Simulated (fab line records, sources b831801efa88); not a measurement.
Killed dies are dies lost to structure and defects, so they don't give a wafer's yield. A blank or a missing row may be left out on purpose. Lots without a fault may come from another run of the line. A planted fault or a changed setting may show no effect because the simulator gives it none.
Which tool did it? | flow gf180mcu | 24 lots, 72 wafers sampled, at 5 steps of a route of 602

WHAT THE GAUGES READ, wafer by wafer
GF_HV_LDD_THK_MEAS_55. Usual: HV_LDD_CVD_54_THK 9.97 nm, standard deviation 0.14.
lot  | measured     | on            | HV_LDD_CVD_54_THK (nm) | flag
L074 | day 12 17:17 | film_metro-01 | 10.05 10.10 10.00      |
L075 | day 13 01:28 | film_metro-01 | 9.90 9.91 9.84         |
L076 | day 13 08:53 | film_metro-03 | 9.82 9.87 9.78         |
L077 | day 13 13:07 | film_metro-03 | 10.15 10.24 10.19      |
L078 | day 13 18:29 | film_metro-01 | 9.84 9.91 9.84         |
L079 | day 14 05:16 | film_metro-01 | 10.01 10.06 10.04      |
L080 | day 14 09:59 | film_metro-01 | 9.97 10.10 10.00       |
L081 | day 14 20:46 | film_metro-03 | 10.05 10.17 9.83       |
L082 | day 15 03:10 | film_metro-03 | 10.06 10.09 10.10      |
L083 | day 15 07:32 | film_metro-03 | 10.11 9.99 9.99        |
L084 | day 15 14:42 | film_metro-03 | 9.90 9.89 9.93         |
L085 | day 16 01:20 | film_metro-01 | 10.24 10.18 10.04      |
L086 | day 16 07:38 | film_metro-01 | 10.22 10.22 9.98       |
L087 | day 16 22:50 | film_metro-03 | 10.22 10.26 10.11      |
L088 | day 17 03:16 | film_metro-04 | 9.91 9.77 9.85         |
L089 | day 17 12:08 | film_metro-03 | 9.82 9.75 9.79         |
L090 | day 17 16:42 | film_metro-01 | 9.89 9.89 9.88         |
L091 | day 18 01:35 | film_metro-01 | 9.70 9.71 9.64         |
L092 | day 18 11:13 | film_metro-04 | 9.91 10.00 10.01       |
L093 | day 18 20:28 | film_metro-03 | 10.12 9.99 10.08       |
L094 | day 19 06:23 | film_metro-04 | 9.89 9.79 9.81         |
L095 | day 19 13:26 | film_metro-01 | 10.13 9.97 9.89        |
L096 | day 19 23:14 | film_metro-04 | 9.99 9.84 9.95         |
L097 | day 20 02:05 | film_metro-04 | 9.86 9.90 9.92         |

GF_V4_OVL_MEAS_15. Usual: V4_OVL 0 nm, standard deviation 5.4.
lot  | measured     | on         | V4_OVL (nm) | flag
L074 | day 24 19:51 | overlay-01 | 7 12 17     |
L075 | day 25 01:33 | overlay-01 | -7 5 -2     |
L076 | day 25 08:18 | overlay-01 | 11 -2 4     |
L077 | day 25 15:34 | overlay-02 | 6 2 -1      |
L078 | day 25 17:31 | overlay-02 | -11 -2 1    |
L079 | day 26 08:42 | overlay-01 | 3 0 0       |
L080 | day 26 08:02 | overlay-01 | 1 6 -2      |
L081 | day 26 21:26 | overlay-02 | -3 -1 -3    |
L082 | day 27 02:13 | overlay-02 | -2 2 0      |
L083 | day 27 06:06 | overlay-01 | 2 -12 -1    |
L084 | day 27 16:58 | overlay-01 | -2 -2 -2    |
L085 | day 27 21:49 | overlay-02 | -3 -9 0     |
L086 | day 28 07:13 | overlay-02 | -7 -9 -8    |
L087 | day 28 18:10 | overlay-01 | 3 -1 -9     |
L088 | day 28 22:58 | overlay-01 | -3 5 5      |
L089 | day 29 06:50 | overlay-02 | -1 -4 -3    |
L090 | day 29 11:10 | overlay-01 | -1 -4 5     |
L091 | day 29 17:47 | overlay-02 | 5 -2 -5     |
L092 | day 30 01:13 | overlay-02 | 6 2 3       |
L093 | day 30 09:07 | overlay-02 | 1 2 2       |
L094 | day 30 17:04 | overlay-01 | 3 2 7       |
L095 | day 30 20:19 | overlay-02 | -9 -9 -2    |
L096 | day 31 04:28 | overlay-01 | 4 5 2       |
L097 | day 31 06:52 | overlay-01 | -7 -4 1     |

WHICH TOOL RAN EACH LOT (tool, then ch and the chambers of the sampled wafers, then the start)
lot  | GF_POLY_GATE_ETCH_12               | GF_M3_SPUTTER_00             | GF_V4_CMP_04
L074 | rie_diel-04 ch 0,1, day 9 10:32    | pvd_sputter-04, day 20 17:19 | cmp-02 ch 0,1,2, day 23 20:53
L075 | rie_diel-04 ch 1,3, day 9 15:25    | pvd_sputter-01, day 21 02:35 | cmp-01 ch 1,2,3, day 24 03:16
L076 | rie_diel-01 ch 0,1,3, day 10 00:15 | pvd_sputter-04, day 21 09:04 | cmp-01 ch 2,3, day 24 10:11
L077 | rie_diel-02 ch 0,1,2, day 10 04:29 | pvd_sputter-01, day 21 16:43 | cmp-02 ch 0,1,3, day 24 18:01
L078 | rie_diel-04 ch 1,3, day 10 08:52   | pvd_sputter-01, day 21 19:40 | cmp-02 ch 0,1,3, day 24 19:58
L079 | rie_diel-01 ch 0,1, day 10 18:45   | pvd_sputter-01, day 22 13:23 | cmp-01 ch 0,2,3, day 25 11:39
L080 | rie_diel-01 ch 0,1,2, day 10 23:26 | pvd_sputter-04, day 22 13:05 | cmp-02 ch 0,2, day 25 10:41
L081 | rie_diel-04 ch 0,1, day 11 08:52   | pvd_sputter-01, day 23 01:11 | cmp-02 ch 2,3, day 26 00:06
L082 | rie_diel-02 ch 0,2,3, day 11 13:01 | pvd_sputter-04, day 23 07:34 | cmp-01 ch 1,2,3, day 26 05:47
L083 | rie_diel-02 ch 2,3, day 11 17:46   | pvd_sputter-01, day 23 14:03 | cmp-01 ch 0,2, day 26 09:10
L084 | rie_diel-01 ch 0,1,2, day 12 01:56 | pvd_sputter-03, day 23 20:56 | cmp-02 ch 0,1,2, day 26 20:26
L085 | rie_diel-02 ch 0,1, day 12 09:47   | pvd_sputter-04, day 24 07:23 | cmp-01 ch 0,1,2, day 27 01:45
L086 | rie_diel-02 ch 1,2, day 12 16:17   | pvd_sputter-04, day 24 15:49 | cmp-02 ch 1,2,3, day 27 11:25
L087 | rie_diel-02 ch 1,2, day 13 03:55   | pvd_sputter-04, day 25 05:31 | cmp-02 ch 0,1,3, day 27 22:46
L088 | rie_diel-02 ch 0,2, day 13 06:50   | pvd_sputter-01, day 25 09:22 | cmp-02 ch 0,1,2, day 28 02:56
L089 | rie_diel-01 ch 0,1,2, day 13 13:34 | pvd_sputter-01, day 25 17:34 | cmp-02 ch 0,1,2, day 28 10:59
L090 | rie_diel-01 ch 0,1,2, day 13 20:35 | pvd_sputter-01, day 25 22:58 | cmp-01 ch 0,2,3, day 28 15:50
L091 | rie_diel-01 ch 0,2,3, day 14 04:08 | pvd_sputter-04, day 26 06:23 | cmp-02 ch 0,1,3, day 28 21:28
L092 | rie_diel-02 ch 0,1,2, day 14 11:07 | pvd_sputter-01, day 26 14:28 | cmp-02 ch 0,2,3, day 29 05:41
L093 | rie_diel-01 ch 1,3, day 14 20:29   | pvd_sputter-04, day 26 22:42 | cmp-02 ch 0,2,3, day 29 13:46
L094 | rie_diel-02 ch 0,1,2, day 15 05:58 | pvd_sputter-01, day 27 06:41 | cmp-01 ch 1,2, day 29 22:18
L095 | rie_diel-02 ch 0,3, day 15 10:43   | pvd_sputter-03, day 27 11:58 | cmp-01 ch 0,2,3, day 30 02:09
L096 | rie_diel-01 ch 1,2, day 15 20:59   | pvd_sputter-01, day 27 19:56 | cmp-02 ch 0,1,2, day 30 10:14
L097 | rie_diel-02 ch 0,1, day 16 01:13   | pvd_sputter-04, day 27 22:17 | cmp-02 ch 2,3, day 30 12:10
- GF_POLY_GATE_ETCH_12: etches BARC in N2/H2.
- GF_M3_SPUTTER_00: material Ti, target thk 37.5 nm, time 150 s.
- GF_V4_CMP_04: polishes SiO2.

WHAT THE TOOLS THEMSELVES READ (means of the sampled wafers that have a number; where no wafer has one, the mark that the record gives instead)
GF_POLY_GATE_ETCH_12. Usual: bias_w 100.00 W, standard deviation 0.29; drypump_motor_current_A 5.5 A, standard deviation 0.34; oes_product_au 0.736 a.u., standard deviation 0.0045; throttle_valve_pct 13.215 %, standard deviation 0.0092.
lot  | tool        | bias_w (W) | drypump_motor_current_A (A) | oes_product_au (a.u.) | throttle_valve_pct (%) | flag
L074 | rie_diel-04 | 99.96      | 5.7                         | 0.736                 | 13.206                 |
L075 | rie_diel-04 | 99.98      | 5.5                         | 0.736                 | 13.220                 |
L076 | rie_diel-01 | 100.14     | 5.6                         | 0.734                 | 13.220                 |
L077 | rie_diel-02 | 99.77      | 5.4                         | 0.737                 | 13.217                 |
L078 | rie_diel-04 | 100.10     | 5.6                         | 0.733                 | 13.225                 |
L079 | rie_diel-01 | 99.55      | 5.8                         | 0.741                 | 13.209                 |
L080 | rie_diel-01 | 99.95      | 5.5                         | 0.738                 | 13.208                 |
L081 | rie_diel-04 | 99.86      | 5.7                         | 0.739                 | 13.215                 |
L082 | rie_diel-02 | 99.78      | 5.5                         | 0.737                 | 13.215                 |
L083 | rie_diel-02 | 99.93      | 5.9                         | 0.734                 | 13.221                 |
L084 | rie_diel-01 | 100.13     | 5.6                         | 0.733                 | 13.217                 |
L085 | rie_diel-02 | 99.95      | 5.2                         | 0.735                 | 13.209                 |
L086 | rie_diel-02 | 100.25     | 5.6                         | 0.734                 | 13.199                 |
L087 | rie_diel-02 | 99.66      | 5.7                         | 0.737                 | 13.222                 |
L088 | rie_diel-02 | 100.49     | 5.5                         | 0.734                 | 13.217                 |
L089 | rie_diel-01 | 100.51     | 5.6                         | 0.739                 | 13.218                 |
L090 | rie_diel-01 | 100.02     | 5.6                         | 0.735                 | 13.220                 |
L091 | rie_diel-01 | 100.05     | 5.6                         | 0.737                 | 13.221                 |
L092 | rie_diel-02 | 99.89      | 5.4                         | 0.734                 | 13.221                 |
L093 | rie_diel-01 | 99.93      | 5.3                         | 0.734                 | 13.216                 |
L094 | rie_diel-02 | 99.90      | 5.4                         | 0.733                 | 13.210                 |
L095 | rie_diel-02 | 99.87      | 5.3                         | 0.734                 | 13.223                 |
L096 | rie_diel-01 | 99.75      | 5.3                         | 0.730                 | 13.219                 |
L097 | rie_diel-02 | 99.97      | 5.3                         | 0.733                 | 13.213                 |

GF_M3_SPUTTER_00. Usual: throttle_valve_pct 30.3 %, standard deviation 1.
lot  | tool           | throttle_valve_pct (%) | flag
L074 | pvd_sputter-04 | 30.7                   |
L075 | pvd_sputter-01 | 30.2                   |
L076 | pvd_sputter-04 | 31.0                   |
L077 | pvd_sputter-01 | 30.0                   |
L078 | pvd_sputter-01 | 29.8                   |
L079 | pvd_sputter-01 | 30.1                   |
L080 | pvd_sputter-04 | 29.8                   |
L081 | pvd_sputter-01 | 29.9                   |
L082 | pvd_sputter-04 | 30.4                   |
L083 | pvd_sputter-01 | 30.4                   |
L084 | pvd_sputter-03 | 30.4                   |
L085 | pvd_sputter-04 | 29.9                   |
L086 | pvd_sputter-04 | 30.4                   |
L087 | pvd_sputter-04 | 30.7                   |
L088 | pvd_sputter-01 | 29.6                   |
L089 | pvd_sputter-01 | 29.9                   |
L090 | pvd_sputter-01 | 30.1                   |
L091 | pvd_sputter-04 | 31.6                   |
L092 | pvd_sputter-01 | 29.8                   |
L093 | pvd_sputter-04 | 31.9                   |
L094 | pvd_sputter-01 | 30.5                   |
L095 | pvd_sputter-03 | 31.2                   |
L096 | pvd_sputter-01 | 30.5                   |
L097 | pvd_sputter-04 | 30.2                   |

GF_V4_CMP_04. Usual: motor_current_A 12.2 A, standard deviation 1.2; retaining_ring_pressure_frac 1.000, standard deviation 0.0049; time_to_endpoint_s 81 s, standard deviation 7.1.
lot  | tool   | motor_current_A (A) | retaining_ring_pressure_frac | time_to_endpoint_s (s) | flag
L074 | cmp-02 | 13.7                | 1.001                        | 91                     |
L075 | cmp-01 | 11.6                | 0.999                        | 78                     |
L076 | cmp-01 | 11.5                | 1.001                        | 82                     |
L077 | cmp-02 | 13.4                | 1.000                        | 90                     |
L078 | cmp-02 | 13.0                | 0.998                        | 81                     |
L079 | cmp-01 | 11.8                | 0.999                        | 79                     |
L080 | cmp-02 | 12.2                | 0.998                        | 80                     |
L081 | cmp-02 | 11.6                | 1.002                        | 81                     |
L082 | cmp-01 | 11.7                | 1.001                        | 74                     |
L083 | cmp-01 | 11.6                | 1.003                        | 76                     |
L084 | cmp-02 | 12.8                | 1.001                        | 79                     |
L085 | cmp-01 | 11.2                | 0.998                        | 78                     |
L086 | cmp-02 | 12.4                | 0.998                        | 92                     |
L087 | cmp-02 | 12.4                | 1.005                        | 81                     |
L088 | cmp-02 | 13.2                | 1.000                        | 81                     |
L089 | cmp-02 | 13.0                | 0.998                        | 86                     |
L090 | cmp-01 | 11.8                | 0.996                        | 78                     |
L091 | cmp-02 | 12.7                | 1.000                        | 73                     |
L092 | cmp-02 | 12.1                | 0.996                        | 82                     |
L093 | cmp-02 | 11.9                | 1.000                        | 78                     |
L094 | cmp-01 | 11.3                | 0.996                        | 76                     |
L095 | cmp-01 | 11.6                | 1.000                        | 76                     |
L096 | cmp-02 | 13.5                | 1.000                        | 76                     |
L097 | cmp-02 | 11.4                | 1.003                        | 83                     |

THE ANSWER, worked out from the rows above alone
Rule: a lot is off if the mean of its wafers that have a number lies more than 3 standard deviations from the usual mean. A lot without any number at a reading at which 4 lots or more have one is off too. The other lots that the step has rows for count as sound. The gauges are gone through in route order, then the tools' own readings, and for those a lot's mean is taken as printed above. The first step at which some lot is off is used, and at that step the reading that is off furthest; a lot without a number counts as furthest.
No lot is off at any reading shown: from this, nothing can be told.

WHAT THE SIMULATOR HAD PUT IN
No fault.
